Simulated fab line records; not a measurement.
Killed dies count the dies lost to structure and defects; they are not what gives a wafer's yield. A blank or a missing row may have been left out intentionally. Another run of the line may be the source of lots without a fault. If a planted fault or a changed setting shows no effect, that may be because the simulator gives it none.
fab line records | flow sky130
record lots=5 wafers=15 last-day=50
route steps=708 shown METAL2@491 VIA2@507 METAL3@532 PAD_OPEN@708
lots with no fault: from the same line, run without faults
start-h: start of the lot's first displayed wafer, in hours after the record's first day | wait-h: hours elapsed since this lot's preceding step | " repeats the value in the row above | L1.1+2: a row that stands for several wafers | - value missing, or start not given | * or withheld: withheld | < > ~ a bound
route shown NAME@n: names a module that has steps shown in the file, with the first one's number in the route | usual: mean/standard deviation taken from wafers without a fault | same: alike in all rows | chamber/n: place in a boat | sites: each site's reading | _std_site: how widely they spread, as a standard deviation | _edge_site: inner sites' mean taken away from outer sites' mean | radius-mm: how far each site lies from the wafer's centre | mask NAME#n: copy n | behind: the most recent tool/chamber to have shaped the wafer | hold: the reason the lot was held/the length of the hold in hours/how it ended | device: which transistor (n, p or np) failed to switch | end of line: the same wafers' tests at the end of the route | where a step has no rows: the recipe by itself | killed: count of dies lost to structure and defects at first sort (not the wafer's yield) | map: shows each die of a wafer: x if killed, . if not, _ if none is there
set.NAME: the setting as run; set.NAME@STEP: as run at that earlier step | model.NAME: the simulator's own value behind a step, which no gauge read
certain route steps with their lots: each step a table, each wafer a row
services: the hour from which a tool's chamber was out of use, counted from the record's first day as start-h (under 0 if before that day), plus the number of hours and why
## steps
# step SKY_METAL2_HMDS_08
# recipe prime-time-s=60 prime-temp-c=120
# step SKY_METAL2_COAT_09
# recipe resist=BARC temp-c=withheld time-s=withheld spin-rpm=3000 resist-thk-nm=60
# step SKY_METAL2_COAT_10
# recipe resist=KrF-thick spin-rpm=3000 resist-thk-nm=450
# step SKY_METAL2_SOFTBAKE_11
# recipe temp-c=100 time-s=90 resist=KrF-thick
# step SKY_METAL2_EXPOSE_12
# recipe mask-id=MM2 na=0.8 source-shape=annular sigma-inner=0.55 sigma-outer=0.85 target-cd-nm=140 dose-mj=28
# step SKY_METAL2_PEB_13
# recipe peb-temp-c=withheld peb-time-s=withheld resist=KrF-thick
# step SKY_METAL2_DEVELOP_14
# recipe develop-time-s=60 resist=KrF-thick dev-temp-c=21
# step SKY_METAL2_CD_MEAS_15
# recipe target-cd-nm=140
# usual cd-nm=140.2/1.5
# columns lot.wafer tool chamber start-h wait-h cd-nm
L721.3 cd-sem-02 - 860.41 - 139.1
L721.4 " - " " 138.2
L721.6 " - " " 137.6
L724.1 cd-sem-01 - 884.74 - 141.0
L724.4 " - " " 140.2
L724.5 " - " " 140.3
L726.2 cd-sem-02 - 898.21 - 140.1
L726.3 " - " " 142.2
L726.5 " - " " 139.5
L732.3 cd-sem-02 - 939.03 - 138.3
L732.4 " - " " 139.8
L732.6 " - " " 140.3
L738.1 cd-sem-01 - 978.04 - 143.6
L738.3 " - " " 142.2
L738.5 " - " " 142.3
# step SKY_METAL2_OVL_MEAS_16
# usual METAL2_OVL=1/6.7
# columns lot.wafer tool chamber start-h wait-h METAL2_OVL[nm]
L721.3 overlay-01 - 860.50 0.1 -2
L721.4 " - " " -10
L721.6 " - " " -2
L724.1 overlay-02 - 884.86 0.1 -3
L724.4 " - " " -5
L724.5 " - " " 1
L726.2 overlay-01 - 898.31 0.1 10
L726.3 " - " " 19
L726.5 " - " " 16
L732.3 overlay-02 - 939.12 0.1 9
L732.4 " - " " 18
L732.6 " - " " 14
L738.1 overlay-01 - 978.16 0.1 -6
L738.3 " - " " -12
L738.5 " - " " 0
# step SKY_METAL2_DESCUM_17
# recipe chemistry=O2 source-power-w=150 bias-power-w=0 pressure-mtorr=10 temp-c=40 time-s=8
# usual drypump-motor-current-A=5.5/0.57 oes-product-au=1.000/0.0097
# columns lot.wafer tool chamber start-h wait-h drypump-motor-current-A oes-product-au rf-hours-counter-h
L721.3 rie-metal-03 1 860.54 0.0 5.3 1.004 -
L721.4 " 0 " " 5.9 1.003 -
L721.6 " 0 " " 5.9 1.004 -
L724.1 rie-metal-04 0 884.89 0.0 6.5 0.993 10
L724.4 " 1 " " 4.9 1.007 -
L724.5 " 0 " " 6.6 1.001 -
L726.2 rie-metal-01 0 898.34 0.0 5.8 0.999 9
L726.3 " 1 " " 4.9 0.992 -
L726.5 " 0 " " 5.8 1.004 -
L732.3 rie-metal-03 0 939.16 0.0 5.9 0.991 -
L732.4 " 1 " " 5.4 1.005 -
L732.6 " 1 " " 5.3 1.001 -
L738.1 rie-metal-01 1 978.20 0.0 5.0 0.984 10
L738.3 " 0 " " 5.8 0.998 -
L738.5 " 1 " " 4.9 0.995 -
# step SKY_METAL2_ETCH_18
# recipe chemistry=N2/H2 target=BARC ion-energy-ev=200 bias-w=100 pressure-mtorr=30 n2-flow-sccm=100 h2-flow-sccm=200 icp-w=500 stop-on=SiO2 time-s=45.9 target-depth-a=600
# usual drypump-motor-current-A=5.5/0.57 oes-product-au=0.854/0.0052 throttle-valve-pct=13.225/0.0093
# columns lot.wafer tool chamber start-h wait-h drypump-motor-current-A oes-product-au rf-hours-counter-h throttle-valve-pct
L721.3 rie-metal-03 1 860.58 0.0 5.4 0.860 - 13.243
L721.4 " 0 " " 5.9 0.856 - 13.211
L721.6 " 0 " " 5.9 0.852 - 13.216
L724.1 rie-metal-04 0 884.93 0.0 6.6 0.846 10 13.219
L724.4 " 1 " " 4.9 0.850 - 13.235
L724.5 " 0 " " 6.6 0.850 - 13.230
L726.2 rie-metal-01 0 898.38 0.0 5.8 0.861 9 13.227
L726.3 " 1 " " 4.9 0.851 - 13.233
L726.5 " 0 " " 5.8 0.862 - 13.235
L732.3 rie-metal-03 0 939.20 0.0 5.9 0.856 - 13.238
L732.4 " 1 " " 5.4 0.854 - 13.238
L732.6 " 1 " " 5.4 0.848 - 13.215
L738.1 rie-metal-01 1 978.23 0.0 4.9 0.862 10 13.242
L738.3 " 0 " " 5.8 0.855 - 13.231
L738.5 " 1 " " 5.0 0.859 - 13.208
# step SKY_METAL2_METAL_ETCH_19
# recipe target-depth-a=3600 stop-on=SiO2 over-etch-frac=0.3 time-s=78 chemistry=Cl2/BCl3 resist-sidewall-deg=88 pressure-mtorr=10 icp-w=900 bias-w=48.5 Cl2_flow_sccm=60 bcl3-flow-sccm=30
# step SKY_METAL2_STRIP_20
# recipe chemistry=O2/N2 power-w=1400 pressure-mtorr=1500 platen-temp-c=withheld o2-flow-sccm=3000 n2-flow-sccm=300 overash-fraction=0.5
# usual drypump-motor-current-A=5.7/0.37 o2-flow-sccm=2999/8.1 oes-product-au=0.343/0.0047 strip-time-to-endpoint-s=2.70/0.035
# columns lot.wafer tool chamber start-h wait-h drypump-motor-current-A o2-flow-sccm oes-product-au rf-hours-counter-h strip-time-to-endpoint-s
L721.3 plasma-asher-04 1 860.75 0.1 6.3 2996 0.342 - 2.70
L721.4 " 0 " " 5.8 3008 0.339 - 2.69
L721.6 " 0 " " 5.8 3007 0.334 - 2.67
L724.1 plasma-asher-04 0 885.08 0.1 5.8 3008 0.337 75 2.66
L724.4 " 0 " " 5.8 3004 0.338 - 2.61
L724.5 " 1 " " 6.2 2995 0.346 - 2.66
L726.2 plasma-asher-01 1 898.53 0.1 5.5 2991 0.344 108 2.71
L726.3 " 0 " " 5.3 2998 0.350 - 2.71
L726.5 " 1 " " 5.5 2994 0.350 - 2.73
L732.3 plasma-asher-01 1 939.36 0.1 5.5 2998 0.343 - 2.71
L732.4 " 0 " " 5.3 3008 0.333 - 2.68
L732.6 " 1 " " 5.6 2998 0.342 - 2.67
L738.1 plasma-asher-04 1 978.38 0.1 6.2 3006 0.342 84 2.76
L738.3 " 0 " " 5.8 2994 0.342 - 2.72
L738.5 " 0 " " 5.8 3013 0.335 - 2.75
# step SKY_METAL2_STRIP_21
# recipe chemistry=post-etch-residue-remover time-s=1200 temp-c=72.5
# step SKY_METAL2_CLEAN_22
# recipe chemistry=IPA time-s=180 temp-c=25
# step SKY_METAL2_CLEAN_23
# recipe chemistry=O3/DIW dry=n2-spin
# step SKY_VIA2_HDPCVD_00
# recipe material=SiO2 target-thk-nm=1180 sigma-open-frac=0.3 time-s=196.7 temp-c=400 sih4-flow-sccm=60 pressure-mtorr=6
# step SKY_VIA2_THK_MEAS_01
# recipe reads=SiO2_of_VIA2_HDPCVD_00
# usual VIA2_HDPCVD_THK=1177/12
# columns lot.wafer tool chamber start-h wait-h VIA2_HDPCVD_THK[nm]
L721.3 film-metro-04 - 861.50 0.1 1159
L721.4 " - " " 1155
L721.6 " - " " 1159
L724.1 film-metro-01 - 886.20 0.1 1165
L724.4 " - " " 1183
L724.5 " - " " 1170
L726.2 film-metro-01 - 899.91 0.1 1174
L726.3 " - " " 1179
L726.5 " - " " 1180
L732.3 film-metro-03 - 940.07 0.1 1192
L732.4 " - " " 1189
L732.6 " - " " 1192
L738.1 film-metro-01 - 979.10 0.1 1196
L738.3 " - " " 1187
L738.5 " - " " 1185
# step SKY_VIA2_CMP_02
# recipe material=SiO2 down-force-psi=4 platen-rpm=60 pad-velocity-m-s=0.94248
# step SKY_VIA2_BOW_MEAS_03
# recipe mode=bow
# usual VIA2_BOW=85/6.4
# columns lot.wafer tool chamber start-h wait-h VIA2_BOW[um]
L721.3 film-metro-01 - 861.88 0.3 78
L721.4 " - " " 75
L721.6 " - " " 85
L724.1 film-metro-04 - 886.56 0.2 95
L724.4 " - " " 87
L724.5 " - " " 90
L726.2 film-metro-01 - 900.46 0.1 86
L726.3 " - " " 89
L726.5 " - " " 101
L732.3 film-metro-01 - 940.45 0.2 96
L732.4 " - " " 84
L732.6 " - " " 89
L738.1 film-metro-04 - 979.46 0.2 86
L738.3 " - " " 91
L738.5 " - " " 94
# step SKY_VIA2_DEHYDRATE_04
# recipe temp-c=200 time-s=60
# step SKY_VIA2_HMDS_05
# recipe prime-time-s=60 prime-temp-c=120
# step SKY_VIA2_COAT_06
# recipe resist=BARC temp-c=withheld time-s=withheld spin-rpm=3000 resist-thk-nm=60
# step SKY_VIA2_COAT_07
# recipe resist=KrF-thick spin-rpm=3000 resist-thk-nm=450
# step SKY_VIA2_SOFTBAKE_08
# recipe temp-c=100 time-s=90 resist=KrF-thick
# step SKY_VIA2_EXPOSE_09
# recipe mask-id=VIM2 na=0.8 source-shape=annular sigma-inner=0.55 sigma-outer=0.85 target-cd-nm=200 dose-mj=38
# step SKY_VIA2_PEB_10
# recipe peb-temp-c=withheld peb-time-s=withheld resist=KrF-thick
# step SKY_VIA2_DEVELOP_11
# recipe develop-time-s=60 resist=KrF-thick dev-temp-c=21
# step SKY_VIA2_CD_MEAS_12
# recipe target-cd-nm=200
# usual cd-nm=200.0/1.5
# columns lot.wafer tool chamber start-h wait-h cd-nm
L721.3 cd-sem-01 - 887.46 - 201.5
L721.4 " - " " 201.1
L721.6 " - " " 200.5
L724.1 cd-sem-01 - 912.14 - 199.9
L724.4 " - " " 200.1
L724.5 " - " " 201.1
L726.2 cd-sem-01 - 925.05 - 200.1
L726.3 " - " " 200.9
L726.5 " - " " 200.2
L732.3 cd-sem-01 - 964.76 - 198.5
L732.4 " - " " 198.4
L732.6 " - " " 198.6
L738.1 cd-sem-02 - 1002.93 - 202.2
L738.3 " - " " 200.8
L738.5 " - " " 202.5
# step SKY_VIA2_OVL_MEAS_13
# usual VIA2_OVL=-4/6
# columns lot.wafer tool chamber start-h wait-h VIA2_OVL[nm]
L721.3 overlay-01 - 887.55 0.1 -2
L721.4 " - " " 3
L721.6 " - " " -5
L724.1 overlay-01 - 912.26 0.1 -18
L724.4 " - " " -14
L724.5 " - " " -19
L726.2 overlay-02 - 925.16 0.1 -4
L726.3 " - " " -8
L726.5 " - " " -6
L732.3 overlay-02 - 964.86 0.1 -6
L732.4 " - " " 0
L732.6 " - " " -4
L738.1 overlay-01 - 1003.05 0.1 -7
L738.3 " - " " -5
L738.5 " - " " 2
# step SKY_VIA2_ETCH_14
# recipe chemistry=N2/H2 target=BARC ion-energy-ev=200 source-w=500 bias-w=100 pressure-mtorr=30 n2-flow-sccm=100 h2-flow-sccm=200 stop-on=SiO2 time-s=45.9 target-depth-a=600
# usual drypump-motor-current-A=5.8/0.47 oes-product-au=0.854/0.0044 throttle-valve-pct=13.225/0.0093
# columns lot.wafer tool chamber start-h wait-h drypump-motor-current-A oes-product-au rf-hours-counter-h throttle-valve-pct
L721.3 rie-diel-04 0 887.58 0.0 5.8 0.853 13 13.242
L721.4 " 3 " " 6.0 0.859 24 13.238
L721.6 " 0 " " 5.8 0.852 - 13.220
L724.1 rie-diel-03 0 912.29 0.0 5.8 0.849 19 13.226
L724.4 " 3 " " 5.5 0.858 15 13.228
L724.5 " 3 " " 5.5 0.847 - 13.226
L726.2 rie-diel-03 1 925.19 0.0 5.1 0.847 8 13.235
L726.3 " 1 " " 5.1 0.858 - 13.227
L726.5 " 1 " " 5.1 0.855 - 13.228
L732.3 rie-diel-04 0 964.88 0.0 5.8 0.849 16 13.227
L732.4 " 2 " " 5.9 0.855 9 13.215
L732.6 " 2 " " 5.9 0.848 - 13.227
L738.1 rie-diel-02 1 1003.09 0.0 5.4 0.858 10 13.231
L738.3 " 0 " " 5.4 0.860 9 13.229
L738.5 " 3 " " 6.1 0.861 - 13.217
# step SKY_VIA2_ETCH_15
# recipe target=SiO2 chemistry=C4F8/O2/Ar target-depth-nm=546 stop-on=TiN mask-material=KrF-thick source-w=1500 bias-w=1200 pressure-mtorr=40 c4f8-flow-sccm=withheld O2_flow_sccm=6 Ar_flow_sccm=300 time-s=84
# step SKY_VIA2_STRIP_16
# recipe chemistry=O2/N2 power-w=1400 pressure-mtorr=1500 platen-temp-c=withheld o2-flow-sccm=3000 n2-flow-sccm=300 overash-fraction=0.5
# usual drypump-motor-current-A=5.64/0.28 o2-flow-sccm=3001/9.4 oes-product-au=0.399/0.0051 strip-time-to-endpoint-s=4.061/0.022
# columns lot.wafer tool chamber start-h wait-h drypump-motor-current-A o2-flow-sccm oes-product-au rf-hours-counter-h strip-time-to-endpoint-s
L721.3 plasma-asher-04 1 887.72 0.1 6.22 3009 0.404 - 4.050
L721.4 " 0 " " 5.80 2997 0.401 - 4.060
L721.6 " 1 " " 6.23 3017 0.393 - 4.044
L724.1 plasma-asher-03 0 912.40 0.0 5.74 2999 0.395 18 4.033
L724.4 " 1 " " 5.48 3004 0.394 - 4.040
L724.5 " 0 " " 5.76 2995 0.403 - 4.033
L726.2 plasma-asher-01 0 925.35 0.1 5.31 3018 0.398 110 4.072
L726.3 " 0 " " 5.32 2993 0.402 - 4.078
L726.5 " 1 " " 5.59 3012 0.397 - 4.070
L732.3 plasma-asher-01 0 965.02 0.1 5.33 3008 0.400 - 4.058
L732.4 " 1 " " 5.55 2995 0.394 - 4.061
L732.6 " 1 " " 5.52 2991 0.397 - 4.060
L738.1 plasma-asher-04 1 1003.19 0.0 6.16 3008 0.404 87 4.091
L738.3 " 1 " " 6.20 3013 0.408 - 4.103
L738.5 " 0 " " 5.80 2992 0.406 - 4.082
# step SKY_VIA2_STRIP_17
# recipe chemistry=post-etch-residue-remover time-s=1200 temp-c=72.5
# step SKY_VIA2_CLEAN_18
# recipe chemistry=IPA time-s=180 temp-c=25
# step SKY_VIA2_CLEAN_19
# recipe chemistry=O3/DIW dry=n2-spin
# step SKY_VIA2_SPUTTER_20
# recipe material=TiN target-thk-nm=20 chamber-pressure-pa=5 power-w=4000 time-s=80
# usual throttle-valve-pct=30.3/1.2
# columns lot.wafer tool chamber start-h wait-h throttle-valve-pct
L721.3 pvd-sputter-01 - 888.71 0.0 31.0
L721.4 " - " " 30.1
L721.6 " - " " 30.2
L724.1 pvd-sputter-03 - 913.34 0.0 29.1
L724.4 " - " " 31.4
L724.5 " - " " 28.9
L726.2 pvd-sputter-02 - 925.98 0.0 28.1
L726.3 " - " " 30.0
L726.5 " - " " 29.5
L732.3 pvd-sputter-01 - 965.58 0.0 30.1
L732.4 " - " " 29.7
L732.6 " - " " 32.4
L738.1 pvd-sputter-02 - 1003.89 0.0 30.0
L738.3 " - " " 27.8
L738.5 " - " " 29.8
# step SKY_VIA2_CVD_21
# recipe material=W target-thk-nm=420 time-s=126.4 temp-c=400 pressure-torr=40
# step SKY_VIA2_RS_MEAS_22
# recipe thk-meas-gauge=four-point-probe reads=W_of_VIA2_CVD_21+TiN_of_VIA2_SPUTTER_20
# usual VIA2_W_RS=0.270/0.0039
# columns lot.wafer tool chamber start-h wait-h VIA2_W_RS[ohm/sq]
L721.3 film-metro-03 - 888.94 0.1 0.266
L721.4 " - " " 0.273
L721.6 " - " " 0.275
L724.1 film-metro-01 - 913.53 0.1 0.269
L724.4 " - " " 0.276
L724.5 " - " " 0.275
L726.2 film-metro-03 - 926.19 0.1 0.272
L726.3 " - " " 0.273
L726.5 " - " " 0.272
L732.3 film-metro-03 - 965.81 0.1 0.273
L732.4 " - " " 0.263
L732.6 " - " " 0.265
L738.1 film-metro-01 - 1004.08 0.1 0.274
L738.3 " - " " 0.275
L738.5 " - " " 0.274
# step SKY_VIA2_THK_MEAS_23
# recipe thk-meas-gauge=xrf reads=W_of_VIA2_CVD_21
# usual VIA2_W_THK=432/7.5
# columns lot.wafer tool chamber start-h wait-h VIA2_W_THK[nm]
L721.3 film-metro-03 - 889.04 0.1 436
L721.4 " - " " 424
L721.6 " - " " 422
L724.1 film-metro-01 - 913.65 0.1 436
L724.4 " - " " 425
L724.5 " - " " 425
L726.2 film-metro-03 - 926.30 0.1 423
L726.3 " - " " 425
L726.5 " - " " 422
L732.3 film-metro-03 - 965.91 0.1 433
L732.4 " - " " 453
L732.6 " - " " 449
L738.1 film-metro-01 - 1004.20 0.1 428
L738.3 " - " " 424
L738.5 " - " " 426
# step SKY_VIA2_CMP_24
# recipe stop-on=SiO2 t-overpolish-s=20 down-force-psi=3.5 platen-rpm=60 target-thk-nm=0 pad-velocity-m-s=0.94248
# step SKY_METAL3_SPUTTER_00
# recipe material=Ti target-thk-nm=15 power-w=3000 time-s=10 chamber-pressure-pa=0.4
# step SKY_PAD_OPEN_PROBE_99
# usual defect-limited-yield=82.0/1.9 killed_at_M0_to_M3=45/6.9 killed_at_M4_up=3.0/1.7 killed-at-contacts=25/5.6 killed-at-front-end=15/4.2 killed-at-other=0.3/0.55 killed-dies=89/9.6 killed-open=49/7.2 killed-short=39/6.5 sort_bin_3_pad_short=0.9/0.44 sort_bin_5_function=10.7/1.4 sort_bin_6_memory=6.4/1.3 sort-n-pass=403/9.6 sort-yield-pct=82.0/1.9
# same gross-dies=492 killed-at-back-side=0 sort_bin_4_leakage[%]=0 sort_bin_8_speed[%]=0
# columns lot.wafer tool chamber start-h wait-h defect-limited-yield[%] killed_at_M0_to_M3 killed_at_M4_up killed-at-contacts killed-at-front-end killed-at-other killed-dies killed-open killed-short sort_bin_3_pad_short[%] sort_bin_5_function[%] sort_bin_6_memory[%] sort-n-pass sort-yield-pct[%] model.etest.tester.sort-n-pass model.etest.tester.sort-yield-pct model.etest.tester.sort_bin_5_pct model.etest.tester.sort_bin_3_pct
L721.3 prober-01 - 1105.56 0.2 82.7 41 5 23 16 0 85 40 45 0.8 10.2 6.3 407 82.7 407 82.72 10.16 0.813
L721.4 prober-01 - 1105.61 0.2 84.8 35 4 25 11 0 75 44 31 1.2 9.1 4.9 417 84.8 417 84.76 9.146 1.22
L721.6 prober-01 - 1105.71 0.2 84.8 43 1 21 10 0 75 48 27 1.2 9.6 4.5 417 84.8 417 84.76 9.553 1.22
L724.1 prober-02 - 1127.09 0.1 82.1 44 6 26 12 0 88 40 48 1.2 11.6 5.1 404 82.1 404 82.11 11.59 1.22
L724.4 prober-02 - 1127.24 0.2 80.5 50 2 29 14 1 96 57 39 0 11.0 8.5 396 80.5 396 80.49 10.98 0
L724.5 prober-02 - 1127.29 0.2 84.1 40 2 24 12 0 78 39 39 0.2 9.3 6.3 414 84.1 414 84.15 9.35 0.2033
L726.2 prober-01 - 1138.11 0.1 78.3 58 3 28 18 0 107 52 55 1.2 12.4 8.1 385 78.3 385 78.25 12.4 1.22
L726.3 prober-01 - 1138.16 0.2 83.5 42 2 24 13 0 81 46 34 0.6 9.3 6.5 411 83.5 411 83.54 9.35 0.6098
L726.5 prober-01 - 1138.26 0.2 79.1 56 1 31 15 0 103 56 45 2.0 12.0 6.9 389 79.1 389 79.06 11.99 2.033
L732.3 prober-01 - 1165.99 0.2 78.7 75 1 18 11 0 105 28 29 3.3 13.0 5.1 387 78.7 387 78.66 13.01 3.252
L732.4 prober-01 - 1166.04 0.2 79.5 54 6 27 14 0 101 56 45 1.0 11.4 8.1 391 79.5 391 79.47 11.38 1.016
L732.6 prober-01 - 1166.14 0.2 76.6 87 0 18 10 0 115 39 33 3.3 15.0 5.1 377 76.6 377 76.63 15.04 3.252
# killed by level:class
L721.3 VIA2:geometric-particle:open=9 METAL1:geometric-particle:short=8 CONTACT:geometric-particle:open=7 LI_CONTACT:geometric-particle:short=5 METAL2:geometric-particle:short=5 LI_CONTACT:geometric-particle:open=4 CONTACT:geometric-particle:short=4 VIA1:geometric-particle:open=4
L721.4 CONTACT:geometric-particle:open=10 VIA3:geometric-particle:open=8 VIA2:geometric-particle:open=7 VIA1:geometric-particle:open=5 LOCAL_INTERCONNECT:geometric-particle:short=4 FIELD_ISO:geometric-particle:short=4 LI_CONTACT:geometric-particle:open=4 CONTACT:geometric-particle:short=4
L721.6 VIA1:geometric-particle:open=14 LI_CONTACT:geometric-particle:open=8 VIA2:geometric-particle:open=6 VIA3:geometric-particle:open=6 CONTACT:geometric-particle:open=5 METAL1:geometric-particle:short=4 FIELD_ISO:geometric-particle:short=4 VIA1:geometric-particle:short=3
L724.1 VIA2:geometric-particle:open=10 VIA1:geometric-particle:open=9 LOCAL_INTERCONNECT:geometric-particle:short=8 VIA1:geometric-particle:short=6 LI_CONTACT:geometric-particle:open=5 CONTACT:geometric-particle:open=5 METAL4:geometric-particle:short=5 METAL2:geometric-particle:short=5
L724.4 CONTACT:geometric-particle:open=11 VIA1:geometric-particle:open=10 VIA3:geometric-particle:open=10 VIA2:geometric-particle:open=9 LI_CONTACT:geometric-particle:open=8 VIA1:geometric-particle:short=6 CONTACT:geometric-particle:short=5 METAL1:geometric-particle:short=5
L724.5 VIA3:geometric-particle:open=8 LOCAL_INTERCONNECT:geometric-particle:short=7 CONTACT:geometric-particle:open=7 VIA1:geometric-particle:open=7 METAL2:geometric-particle:short=6 FIELD_ISO:geometric-particle:short=5 LI_CONTACT:geometric-particle:open=5 CONTACT:geometric-particle:short=5
L726.2 VIA1:geometric-particle:open=11 CONTACT:geometric-particle:open=10 METAL2:geometric-particle:short=10 VIA3:geometric-particle:open=9 METAL1:geometric-particle:short=8 CONTACT:geometric-particle:short=7 FIELD_ISO:geometric-particle:short=6 LI_CONTACT:geometric-particle:open=6
L726.3 LI_CONTACT:geometric-particle:open=9 VIA3:geometric-particle:open=9 CONTACT:geometric-particle:open=8 METAL2:geometric-particle:short=6 VIA1:geometric-particle:short=6 VIA1:geometric-particle:open=6 FIELD_ISO:geometric-particle:short=5 METAL1:geometric-particle:short=5
L726.5 VIA3:geometric-particle:open=12 CONTACT:geometric-particle:open=11 VIA1:geometric-particle:open=10 METAL2:geometric-particle:short=9 FIELD_ISO:geometric-particle:open=6 VIA2:geometric-particle:open=6 LI_CONTACT:geometric-particle:open=5 LI_CONTACT:geometric-particle:short=5
L732.3 METAL2:unspecified=48 CONTACT:geometric-particle:open=10 METAL1:geometric-particle:short=5 VIA1:geometric-particle:open=4 POLY_GATE:geometric-particle:short=3 CONTACT:geometric-particle:short=3 VIA1:geometric-particle:short=3 VIA2:geometric-particle:open=3
L732.4 VIA1:geometric-particle:open=15 LI_CONTACT:geometric-particle:open=8 CONTACT:geometric-particle:open=8 VIA3:geometric-particle:short=7 VIA3:geometric-particle:open=6 METAL2:geometric-particle:short=6 CONTACT:geometric-particle:short=5 VIA2:geometric-particle:open=5
L732.6 METAL2:unspecified=43 VIA1:geometric-particle:open=7 VIA3:geometric-particle:open=6 VIA2:geometric-particle:open=6 LI_CONTACT:geometric-particle:open=5 METAL1:geometric-particle:short=5 METAL2:geometric-particle:short=5 LOCAL_INTERCONNECT:geometric-particle:short=4
# map L732.6 (x killed, . not)
__________.x.x....x._________
________...x.......x.._______
______......x.x.x......x_____
_____..............x....x____
____.....x.........x......___
___.............x.......x..__
__xxx...........x.......x.x._
_..........................x.
_......x........x............
_.....x.x.....xx.......x.....
_.x...x.........x........x...
_.xx.....x...xx..x....xxx.x..
_....................xxxxxxxx
_...........x.......x.xxxxxxx
_...x......xx.....x..xxxxxxxx
__.....x.x.......x..xxxxxxxx_
___.....x..x...xx..xxxxxxxx__
____.xxx..............xxxx___
_____......xx.......x..xx____
______x....x.x.....xx..._____
________......xx......_______
__________.....x...._________
# map L726.2 (x killed, . not)
__________x........._________
________.xx.....xx...._______
______...x......x......._____
_____x..xx......x....x...____
____..xx..x.x.x..x...x....___
___...x.x......x......x....__
__..x.....xxxx.......x.xx..._
_..........xx..........xx....
_xx....x.x..x.x...xx......x.x
_.xxxx.x.x..............x.x..
_x..x.....xx...........x.x..x
_.....xx.x.x.......x.x......x
_x.....xx...xx....x......xx..
_x....x...........x.....x..x.
_...xx...........x...........
__.x..x.....x.xx.....x......_
___x..x..........x......x..__
____....x...........x.....___
_____.....x.x.....x....x.____
______xx......x....x...._____
________......x....xx._______
__________.......x.._________
## services
# columns tool chamber start-h hours kind
rie-metal-04 1 839.87 13.1 repair
rie-diel-04 1 854.48 2.7 repair
rie-metal-03 - 855.99 0.7 repair
pvd-sputter-02 0 861.97 - consumable-replace:kit
pvd-sputter-02 0 861.97 18.0 scheduled-down
pvd-sputter-02 0 861.97 18.0 vent-cycle
rie-diel-03 0 868.36 14.9 repair
rie-diel-02 1 868.47 9.3 repair
pvd-sputter-01 - 876.53 3.0 repair
rie-diel-04 0 879.64 1.5 repair
rie-diel-03 - 887.92 0.9 repair
plasma-asher-01 - 896.91 1.6 repair
rie-diel-04 0 913.14 2.5 repair
rie-metal-04 1 914.32 2.2 repair
rie-diel-03 0 924.36 2.7 repair
rie-diel-03 3 925.08 7.8 repair
rie-diel-03 2 926.69 11.7 repair
pvd-sputter-01 - 929.35 4.1 repair
rie-metal-04 0 939.56 8.2 repair
pvd-sputter-01 0 943.36 - consumable-replace:kit
pvd-sputter-01 0 943.36 18.0 scheduled-down
pvd-sputter-02 - 965.01 2.7 repair
rie-diel-04 2 971.29 7.3 repair
plasma-asher-03 - 990.13 15.6 pm
## key
first-sign step=SKY_PAD_OPEN_PROBE_99 reading=sort_bin_3_pad_short direction=up sigmas=5.3 usual=0.9 struck=3.3
effect step=SKY_PAD_OPEN_PROBE_99 reading=killed_at_M0_to_M3 direction=up sigmas=5.3 usual=45 struck=81
model-effect step=SKY_PAD_OPEN_PROBE_99 value=etest.tester.sort-n-pass without=423 struck=382
met-at SKY_METAL2_STRIP_20
struck-wafers L732.3,L732.6
onset-between 898.53 939.36
fault kind=chamber-particle-source tool=plasma-asher-01 chamber=1 onset-h=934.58 steps=SKY_METAL2_STRIP_20 rate-per-visit-cm2=1.1921 end-h=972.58
